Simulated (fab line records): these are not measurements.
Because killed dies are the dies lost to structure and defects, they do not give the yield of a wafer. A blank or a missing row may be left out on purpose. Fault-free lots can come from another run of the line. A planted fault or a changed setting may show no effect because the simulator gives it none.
Which tool did it? :: flow gf180mcu :: 14 lots with 42 wafers sampled at 4 steps, on a route of 602 steps

## WHAT THE GAUGES SHOWED, per wafer
GF_V1_THK_MEAS_03. Usual: V1_CVD_02_THK typically reads 849 nm, with standard deviation 12.
lot: L924
measured: day 16 23:13
on: film-metro-02
V1_CVD_02_THK (nm): 844 822 849
flag: 

lot: L925
measured: day 17 20:05
on: film-metro-01
V1_CVD_02_THK (nm): 844 860 859
flag: 

lot: L926
measured: day 17 23:09
on: film-metro-02
V1_CVD_02_THK (nm): 833 855 851
flag: 

lot: L928
measured: day 18 22:09
on: film-metro-02
V1_CVD_02_THK (nm): 852 852 870
flag: 

lot: L929
measured: day 19 12:29
on: film-metro-03
V1_CVD_02_THK (nm): 830 850 850
flag: 

lot: L932
measured: day 20 06:42
on: film-metro-03
V1_CVD_02_THK (nm): 833 845 862
flag: 

lot: L933
measured: day 20 19:12
on: film-metro-03
V1_CVD_02_THK (nm): 830 834 862
flag: 

lot: L935
measured: day 21 10:29
on: film-metro-01
V1_CVD_02_THK (nm): 867 873 849
flag: 

lot: L939
measured: day 22 14:48
on: film-metro-02
V1_CVD_02_THK (nm): 838 863 864
flag: 

lot: L945
measured: day 24 14:23
on: film-metro-01
V1_CVD_02_THK (nm): 850 833 865
flag: 

lot: L946
measured: day 24 21:32
on: film-metro-01
V1_CVD_02_THK (nm): 846 861 877
flag: 

lot: L947
measured: day 25 05:17
on: film-metro-01
V1_CVD_02_THK (nm): 838 854 850
flag: 

## WHICH TOOL RAN EACH LOT (tool, then ch and the chambers of the sampled wafers, then the start)
lot: L924
GF_CONTACT_SPUTTER_23: pvd-sputter-01, day 15 22:45
GF_M1_SPUTTER_03: pvd-sputter-04, day 15 23:37
GF_M1_PEB_12: litho-track-02 ch 0, day 16 21:52

lot: L925
GF_CONTACT_SPUTTER_23: pvd-sputter-01, day 16 19:20
GF_M1_SPUTTER_03: pvd-sputter-04, day 16 20:07
GF_M1_PEB_12: litho-track-04 ch 0, day 17 18:43

lot: L926
GF_CONTACT_SPUTTER_23: pvd-sputter-04, day 16 22:11
GF_M1_SPUTTER_03: pvd-sputter-03, day 16 22:58
GF_M1_PEB_12: litho-track-02 ch 0, day 17 21:46

lot: L928
GF_CONTACT_SPUTTER_23: pvd-sputter-04, day 17 19:58
GF_M1_SPUTTER_03: pvd-sputter-03, day 17 20:44
GF_M1_PEB_12: litho-track-02 ch 0, day 18 20:47

lot: L929
GF_CONTACT_SPUTTER_23: pvd-sputter-02, day 18 10:35
GF_M1_SPUTTER_03: pvd-sputter-02, day 18 11:22
GF_M1_PEB_12: litho-track-02 ch 0, day 19 11:09

lot: L932
GF_CONTACT_SPUTTER_23: pvd-sputter-01, day 19 04:59
GF_M1_SPUTTER_03: pvd-sputter-04, day 19 05:46
GF_M1_PEB_12: litho-track-02 ch 0, day 20 05:20

lot: L933
GF_CONTACT_SPUTTER_23: pvd-sputter-01, day 19 17:01
GF_M1_SPUTTER_03: pvd-sputter-04, day 19 17:48
GF_M1_PEB_12: litho-track-04 ch 0, day 20 17:48

lot: L935
GF_CONTACT_SPUTTER_23: pvd-sputter-04, day 20 07:50
GF_M1_SPUTTER_03: pvd-sputter-02, day 20 08:37
GF_M1_PEB_12: litho-track-04 ch 0, day 21 08:49

lot: L937
GF_CONTACT_SPUTTER_23: pvd-sputter-01, day 21 00:20
GF_M1_SPUTTER_03: pvd-sputter-03, day 21 01:07
GF_M1_PEB_12: litho-track-02, day 22 00:47

lot: L938
GF_CONTACT_SPUTTER_23: pvd-sputter-01, day 21 08:09
GF_M1_SPUTTER_03: pvd-sputter-04, day 21 08:56
GF_M1_PEB_12: litho-track-02, day 22 08:08

lot: L939
GF_CONTACT_SPUTTER_23: pvd-sputter-01, day 21 14:20
GF_M1_SPUTTER_03: pvd-sputter-04, day 21 15:09
GF_M1_PEB_12: litho-track-04 ch 0, day 22 13:28

lot: L945
GF_CONTACT_SPUTTER_23: pvd-sputter-01, day 23 13:55
GF_M1_SPUTTER_03: pvd-sputter-03, day 23 14:41
GF_M1_PEB_12: litho-track-02 ch 0, day 24 12:55

lot: L946
GF_CONTACT_SPUTTER_23: pvd-sputter-04, day 23 21:49
GF_M1_SPUTTER_03: pvd-sputter-02, day 23 22:35
GF_M1_PEB_12: litho-track-03 ch 0, day 24 20:12

lot: L947
GF_CONTACT_SPUTTER_23: pvd-sputter-02, day 24 05:29
GF_M1_SPUTTER_03: pvd-sputter-03, day 24 06:16
GF_M1_PEB_12: litho-track-03 ch 0, day 25 03:55
- GF_CONTACT_SPUTTER_23: material TiN, target thk 10 nm, time 40 s.
- GF_M1_SPUTTER_03: material Ti, target thk 10 nm, time 6.7 s.
- GF_M1_PEB_12: peb time 90 s.

## AS READ BY THE TOOLS THEMSELVES (means over the sampled wafers that have a number; for cases with no such wafer, the mark the record gives instead)
GF_CONTACT_SPUTTER_23. Usual: throttle-valve-pct reads 29.8 % (standard deviation 0.83).
lot: L924
tool: pvd-sputter-01
throttle-valve-pct (%): 29.1
flag: 

lot: L925
tool: pvd-sputter-01
throttle-valve-pct (%): 29.1
flag: 

lot: L926
tool: pvd-sputter-04
throttle-valve-pct (%): 30.5
flag: 

lot: L928
tool: pvd-sputter-04
throttle-valve-pct (%): 29.8
flag: 

lot: L929
tool: pvd-sputter-02
throttle-valve-pct (%): 30.8
flag: 

lot: L932
tool: pvd-sputter-01
throttle-valve-pct (%): 29.7
flag: 

lot: L933
tool: pvd-sputter-01
throttle-valve-pct (%): 29.4
flag: 

lot: L935
tool: pvd-sputter-04
throttle-valve-pct (%): 30.6
flag: 

lot: L937
tool: pvd-sputter-01
throttle-valve-pct (%): 29.3
flag: 

lot: L938
tool: pvd-sputter-01
throttle-valve-pct (%): 29.4
flag: 

lot: L939
tool: pvd-sputter-01
throttle-valve-pct (%): 29.5
flag: 

lot: L945
tool: pvd-sputter-01
throttle-valve-pct (%): 29.0
flag: 

lot: L946
tool: pvd-sputter-04
throttle-valve-pct (%): 30.0
flag: 

lot: L947
tool: pvd-sputter-02
throttle-valve-pct (%): 28.9
flag: 

GF_M1_SPUTTER_03. Usual: throttle-valve-pct reads 30.1 % (standard deviation 0.83).
lot: L924
tool: pvd-sputter-04
throttle-valve-pct (%): 30.1
flag: 

lot: L925
tool: pvd-sputter-04
throttle-valve-pct (%): 29.8
flag: 

lot: L926
tool: pvd-sputter-03
throttle-valve-pct (%): 30.5
flag: 

lot: L928
tool: pvd-sputter-03
throttle-valve-pct (%): 30.8
flag: 

lot: L929
tool: pvd-sputter-02
throttle-valve-pct (%): 29.8
flag: 

lot: L932
tool: pvd-sputter-04
throttle-valve-pct (%): 29.9
flag: 

lot: L933
tool: pvd-sputter-04
throttle-valve-pct (%): 30.2
flag: 

lot: L935
tool: pvd-sputter-02
throttle-valve-pct (%): 28.8
flag: 

lot: L937
tool: pvd-sputter-03
throttle-valve-pct (%): 30.1
flag: 

lot: L938
tool: pvd-sputter-04
throttle-valve-pct (%): 30.1
flag: 

lot: L939
tool: pvd-sputter-04
throttle-valve-pct (%): 30.3
flag: 

lot: L945
tool: pvd-sputter-03
throttle-valve-pct (%): 30.6
flag: 

lot: L946
tool: pvd-sputter-02
throttle-valve-pct (%): 30.1
flag: 

lot: L947
tool: pvd-sputter-03
throttle-valve-pct (%): 30.3
flag: 

GF_M1_PEB_12. Usual: chill-plate-temp-C 23.01 C, standard deviation 0.12; exhaust-pa 45.1 Pa, standard deviation 0.86; plate-temp-C 135.01 C, standard deviation 0.15; resist-line-temp-C 22.99 C, standard deviation 0.1.
lot: L924
tool: litho-track-02
chill-plate-temp-C (C): 23.07
exhaust-pa (Pa): 45.2
plate-temp-C (C): 134.87
resist-line-temp-C (C): 23.00
flag: 

lot: L925
tool: litho-track-04
chill-plate-temp-C (C): 23.12
exhaust-pa (Pa): 45.2
plate-temp-C (C): 134.80
resist-line-temp-C (C): 23.14
flag: 

lot: L926
tool: litho-track-02
chill-plate-temp-C (C): 22.97
exhaust-pa (Pa): 45.2
plate-temp-C (C): 135.00
resist-line-temp-C (C): 22.97
flag: 

lot: L928
tool: litho-track-02
chill-plate-temp-C (C): 23.07
exhaust-pa (Pa): 44.1
plate-temp-C (C): 134.89
resist-line-temp-C (C): 22.91
flag: 

lot: L929
tool: litho-track-02
chill-plate-temp-C (C): 22.74
exhaust-pa (Pa): 44.6
plate-temp-C (C): 135.04
resist-line-temp-C (C): 22.95
flag: 

lot: L932
tool: litho-track-02
chill-plate-temp-C (C): 22.97
exhaust-pa (Pa): 44.4
plate-temp-C (C): 135.07
resist-line-temp-C (C): 22.94
flag: 

lot: L933
tool: litho-track-04
chill-plate-temp-C (C): 23.17
exhaust-pa (Pa): 44.8
plate-temp-C (C): 135.01
resist-line-temp-C (C): 23.07
flag: 

lot: L935
tool: litho-track-04
chill-plate-temp-C (C): 23.06
exhaust-pa (Pa): 45.7
plate-temp-C (C): 134.99
resist-line-temp-C (C): 22.97
flag: 

lot: L937
tool: litho-track-02
chill-plate-temp-C (C): -
exhaust-pa (Pa): -
plate-temp-C (C): -
resist-line-temp-C (C): -
flag: OFF

lot: L938
tool: litho-track-02
chill-plate-temp-C (C): -
exhaust-pa (Pa): -
plate-temp-C (C): -
resist-line-temp-C (C): -
flag: OFF

lot: L939
tool: litho-track-04
chill-plate-temp-C (C): 22.98
exhaust-pa (Pa): 45.5
plate-temp-C (C): 134.98
resist-line-temp-C (C): 23.00
flag: 

lot: L945
tool: litho-track-02
chill-plate-temp-C (C): 23.05
exhaust-pa (Pa): 44.4
plate-temp-C (C): 135.06
resist-line-temp-C (C): 23.17
flag: 

lot: L946
tool: litho-track-03
chill-plate-temp-C (C): 22.97
exhaust-pa (Pa): 45.5
plate-temp-C (C): 134.84
resist-line-temp-C (C): 22.89
flag: 

lot: L947
tool: litho-track-03
chill-plate-temp-C (C): 23.10
exhaust-pa (Pa): 47.0
plate-temp-C (C): 135.00
resist-line-temp-C (C): 22.89
flag: 

## THE ANSWER, worked out from the rows above alone
Rule: a lot counts as off when the mean over its wafers that have a number is more than 3 standard deviations away from the usual mean. A lot without any number at a reading at which 4 lots or more have one is off too. All remaining lots with rows at the step are treated as sound. Order of review: gauges by route order, followed by the tools' own readings, for which a lot's mean as printed above is used. The first step at which some lot is off is used, and at that step the reading that is off furthest; a lot without a number counts as furthest.
Off at GF_M1_PEB_12 (chill-plate-temp-C): L937, L938. Without a number there: L937, L938.
If a tool, at that step or one of the process steps before it, ran each lot that is off and ran no sound lot following the first of them, it fits. None of those tried fits.

## WHAT THE SIMULATOR HAD INSERTED
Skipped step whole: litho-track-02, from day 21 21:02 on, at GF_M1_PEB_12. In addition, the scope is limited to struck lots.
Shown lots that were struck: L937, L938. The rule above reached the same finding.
